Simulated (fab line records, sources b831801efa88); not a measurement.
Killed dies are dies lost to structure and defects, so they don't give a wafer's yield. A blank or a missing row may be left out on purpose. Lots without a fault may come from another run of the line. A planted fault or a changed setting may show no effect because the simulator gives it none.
Which tool did it? | flow sky130 | 12 lots, 36 wafers sampled, at 4 steps of a route of 708

WHAT THE GAUGES READ, wafer by wafer
SKY_SONOS_ONO_OVL_MEAS_14. Usual: SONOS_ONO_OVL 0.7 nm, standard deviation 1.1.
lot  | measured     | on         | SONOS_ONO_OVL (nm) | flag
L681 | day 13 09:29 | overlay-01 | -0.6 -1.0 -1.7     |
L682 | day 13 16:02 | overlay-01 | -0.6 0.7 -0.3      |
L686 | day 14 11:11 | overlay-01 | 2.9 1.9 1.9        |
L687 | day 15 03:05 | overlay-02 | 0.6 1.2 0.0        |
L692 | day 16 10:55 | overlay-02 | 2.0 3.2 1.1        |
L693 | day 16 14:38 | overlay-02 | -1.0 -0.2 1.5      |
L694 | day 16 21:14 | overlay-02 | 0.7 1.1 -0.6       |
L699 | day 18 19:25 | overlay-01 | -0.1 0.7 -0.2      |
L700 | day 18 20:31 | overlay-02 | 1.5 2.2 -0.6       |
L702 | day 19 21:22 | overlay-02 | 2.6 2.5 2.1        |
L703 | day 20 02:03 | overlay-02 | -0.6 -1.2 1.0      |
L704 | day 20 11:49 | overlay-02 | -0.7 0.3 0.2       |

SKY_POLY_GATE_OVL_MEAS_14. Usual: POLY_GATE_OVL -1 nm, standard deviation 7.6.
lot  | measured     | on         | POLY_GATE_OVL (nm) | flag
L681 | day 17 01:16 | overlay-02 | -5 7 5             |
L682 | day 17 13:21 | overlay-02 | 12 8 8             |
L686 | day 18 05:50 | overlay-02 | 1 -3 6             |
L687 | day 19 02:32 | overlay-02 | -4 -3 1            |
L692 | day 20 15:11 | overlay-01 | 2 7 3              |
L693 | day 20 17:38 | overlay-01 | -8 -1 -5           |
L694 | day 21 04:28 | overlay-02 | -6 -1 -6           |
L699 | day 23 00:03 | overlay-01 | -2 -9 -4           |
L700 | day 23 02:02 | overlay-01 | 2 -3 6             |
L702 | day 23 23:56 | overlay-02 | -9 -2 -7           |
L703 | day 24 04:00 | overlay-01 | 0 8 -1             |
L704 | day 24 11:02 | overlay-01 | -12 -17 -15        |

SKY_POLY_GATE_THK_MEAS_21. Usual: POLY_GATE_OXIDATION_THK 3.95 nm, standard deviation 0.073.
lot  | measured     | on            | POLY_GATE_OXIDATION_THK (nm) | flag
L681 | day 17 07:22 | film_metro-04 | 3.90 4.01 3.87               |
L682 | day 17 15:46 | film_metro-03 | 3.92 4.03 3.96               |
L686 | day 18 08:55 | film_metro-03 | 4.06 4.12 4.00               |
L687 | day 19 05:23 | film_metro-04 | 3.96 3.86 3.89               |
L692 | day 20 16:51 | film_metro-04 | 5.27 5.23 5.19               | OFF
L693 | day 20 19:18 | film_metro-03 | 5.29 5.29 5.31               | OFF
L694 | day 21 06:08 | film_metro-03 | 3.99 3.99 3.97               |
L699 | day 23 01:44 | film_metro-01 | 3.93 3.96 3.86               |
L700 | day 23 04:31 | film_metro-03 | 3.88 3.91 3.86               |
L702 | day 24 01:37 | film_metro-03 | 3.94 3.95 3.90               |
L703 | day 24 06:11 | film_metro-03 | 4.16 4.01 4.05               |
L704 | day 24 12:42 | film_metro-03 | 3.97 4.04 3.93               |

WHICH TOOL RAN EACH LOT (tool, then ch and the chambers of the sampled wafers, then the start)
lot  | SKY_POLY_GATE_OXIDATION_20
L681 | furnace-02 ch 0, day 17 06:06
L682 | furnace-02 ch 0, day 17 14:31
L686 | furnace-01 ch 0, day 18 07:38
L687 | furnace-01 ch 0, day 19 04:07
L692 | furnace-01 ch 0, day 20 15:36
L693 | furnace-01 ch 0, day 20 18:04
L694 | furnace-02 ch 0, day 21 04:52
L699 | furnace-02 ch 0, day 23 00:28
L700 | furnace-02 ch 0, day 23 03:15
L702 | furnace-01 ch 0, day 24 00:21
L703 | furnace-01 ch 0, day 24 04:54
L704 | furnace-01 ch 0, day 24 11:27
- SKY_POLY_GATE_OXIDATION_20: stabilise 600 s, purge 300 s, target thk 4 nm.

WHAT THE TOOLS THEMSELVES READ (means of the sampled wafers that have a number; where no wafer has one, the mark that the record gives instead)
SKY_POLY_GATE_OXIDATION_20. Usual: spike_tc_bottom_C 866.8 C, standard deviation 2.1; spike_tc_centre_C 851.0 C, standard deviation 1; spike_tc_lower_C 850.2 C, standard deviation 1; spike_tc_top_C 862.4 C, standard deviation 2.9; spike_tc_upper_C 848.3 C, standard deviation 1.2; zone_power_bottom_pct 23.4 %, standard deviation 0.4; zone_power_lower_pct 15.5 %, standard deviation 1.4.
lot  | tool       | spike_tc_bottom_C (C) | spike_tc_centre_C (C) | spike_tc_lower_C (C) | spike_tc_top_C (C) | spike_tc_upper_C (C) | zone_power_bottom_pct (%) | zone_power_lower_pct (%) | flag
L681 | furnace-02 | 869.2                 | 851.4                 | 850.7                | 859.8              | 847.8                | 23.2                      | 13.9                     |
L682 | furnace-02 | 869.3                 | 850.3                 | 849.7                | 858.6              | 849.3                | 23.0                      | 13.9                     |
L686 | furnace-01 | 865.1                 | 850.2                 | 849.0                | 864.0              | 847.4                | 23.6                      | 16.6                     |
L687 | furnace-01 | 865.9                 | 851.4                 | 848.5                | 864.9              | 849.3                | 23.6                      | 16.8                     |
L692 | furnace-01 | 885.9                 | 872.2                 | 871.8                | 886.1              | 869.8                | 25.0                      | 17.5                     | OFF
L693 | furnace-01 | 887.6                 | 872.4                 | 872.0                | 886.7              | 869.5                | 25.0                      | 17.5                     | OFF
L694 | furnace-02 | 868.6                 | 850.8                 | 851.1                | 860.1              | 849.7                | 23.0                      | 14.0                     |
L699 | furnace-02 | 869.3                 | 851.9                 | 851.1                | 859.9              | 849.0                | 23.5                      | 14.0                     |
L700 | furnace-02 | 868.6                 | 851.6                 | 850.8                | 859.0              | 848.6                | 22.8                      | 14.0                     |
L702 | furnace-01 | 866.1                 | 850.9                 | 850.1                | 865.7              | 846.7                | 23.7                      | 16.8                     |
L703 | furnace-01 | 866.2                 | 850.3                 | 850.0                | 865.5              | 847.3                | 23.7                      | 16.6                     |
L704 | furnace-01 | 864.1                 | 851.1                 | 850.1                | 864.9              | 847.9                | 23.4                      | 16.6                     |

THE ANSWER, worked out from the rows above alone
Rule: a lot is off if the mean of its wafers that have a number lies more than 3 standard deviations from the usual mean. A lot without any number at a reading at which 4 lots or more have one is off too. The other lots that the step has rows for count as sound. The gauges are gone through in route order, then the tools' own readings, and for those a lot's mean is taken as printed above. The first step at which some lot is off is used, and at that step the reading that is off furthest; a lot without a number counts as furthest.
Off: L692, L693, at SKY_POLY_GATE_THK_MEAS_21 (POLY_GATE_OXIDATION_THK).
A tool fits if, at a process step before that reading, it ran every lot that is off, and no sound lot after the first of them. The gauges at SKY_POLY_GATE_THK_MEAS_21 aren't tried: what is off there is off at SKY_POLY_GATE_OXIDATION_20 too, on other tools, and a gauge's error can't cause that. None of those tried fits.

WHAT THE SIMULATOR HAD PUT IN
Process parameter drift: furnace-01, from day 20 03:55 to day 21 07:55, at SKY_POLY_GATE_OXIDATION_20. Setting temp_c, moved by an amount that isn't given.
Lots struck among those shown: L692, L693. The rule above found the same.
